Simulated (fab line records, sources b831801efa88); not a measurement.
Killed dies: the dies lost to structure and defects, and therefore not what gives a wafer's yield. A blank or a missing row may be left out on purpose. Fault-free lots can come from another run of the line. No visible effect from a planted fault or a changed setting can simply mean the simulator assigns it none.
Which tool did it? -- flow sfq_line -- 21 wafers from 7 lots sampled at 2 of the route's 325 steps

WHAT THE GAUGES READ, wafer by wafer
SFQ_M4_RS_MEAS_924: the measuring method here is four-point-probe.
lot,measured,on,M4_NB_RS (ohm/sq)
L885,day 44 05:33,film_metro-02,0.439 0.447 0.445
L889,day 45 05:19,film_metro-01,0.886 0.895 0.891
L896,day 48 20:56,film_metro-02,0.873 0.877 0.868
L899,day 49 08:50,film_metro-02,0.900 0.894 0.901
L901,day 49 14:50,film_metro-01,0.897 0.905 0.898
L903,day 49 23:14,film_metro-02,0.885 0.874 0.869
L905,day 50 11:14,film_metro-01,0.907 0.912 0.914

WHAT TOOL EACH LOT RAN ON (gives the tool, then ch and the chambers of the sampled wafers, and finally the start)
lot,SFQ_TRILAYER_M4_DEP_SPUTTER_091
L885,"pvd_sputter-05, day 44 05:12"
L889,"pvd_sputter-06, day 45 05:12"
L896,"pvd_sputter-06, day 48 20:48"
L899,"pvd_sputter-05, day 49 08:43"
L901,"pvd_sputter-05, day 49 14:43"
L903,"pvd_sputter-06, day 49 23:07"
L905,"pvd_sputter-05, day 50 11:07"
- SFQ_TRILAYER_M4_DEP_SPUTTER_091: material Nb, target thk 200 nm, time 133.3 s.

THE ANSWER, worked out from the rows above alone
Rule: usual is defined by the lots themselves. The widest of any qualifying gaps counts: lots, ordered by their means at a reading, are off when they make up no more than a third of the lots, leave a main group of 4 or more, and stand apart from it by 3 or more times the standard deviation of that group's means. A main group is skipped when, at the precision printed for the reading in the tables above, its means are all equal. A lot without any number at a reading at which 4 lots or more have one is off too. Where the step has rows for the other lots, those lots are counted as sound.
Off: at SFQ_M4_RS_MEAS_924 (M4_NB_RS), L885. The main group has a mean of 0.891 ohm/sq with a standard deviation of 0.014.
A tool fits if, at a process step before that reading, it ran every lot that is off, and no sound lot after the first of them. Gauges at SFQ_M4_RS_MEAS_924: tried the same way as those tools. Not one of the candidates tried fits.

WHAT THE SIMULATOR HAD INSERTED
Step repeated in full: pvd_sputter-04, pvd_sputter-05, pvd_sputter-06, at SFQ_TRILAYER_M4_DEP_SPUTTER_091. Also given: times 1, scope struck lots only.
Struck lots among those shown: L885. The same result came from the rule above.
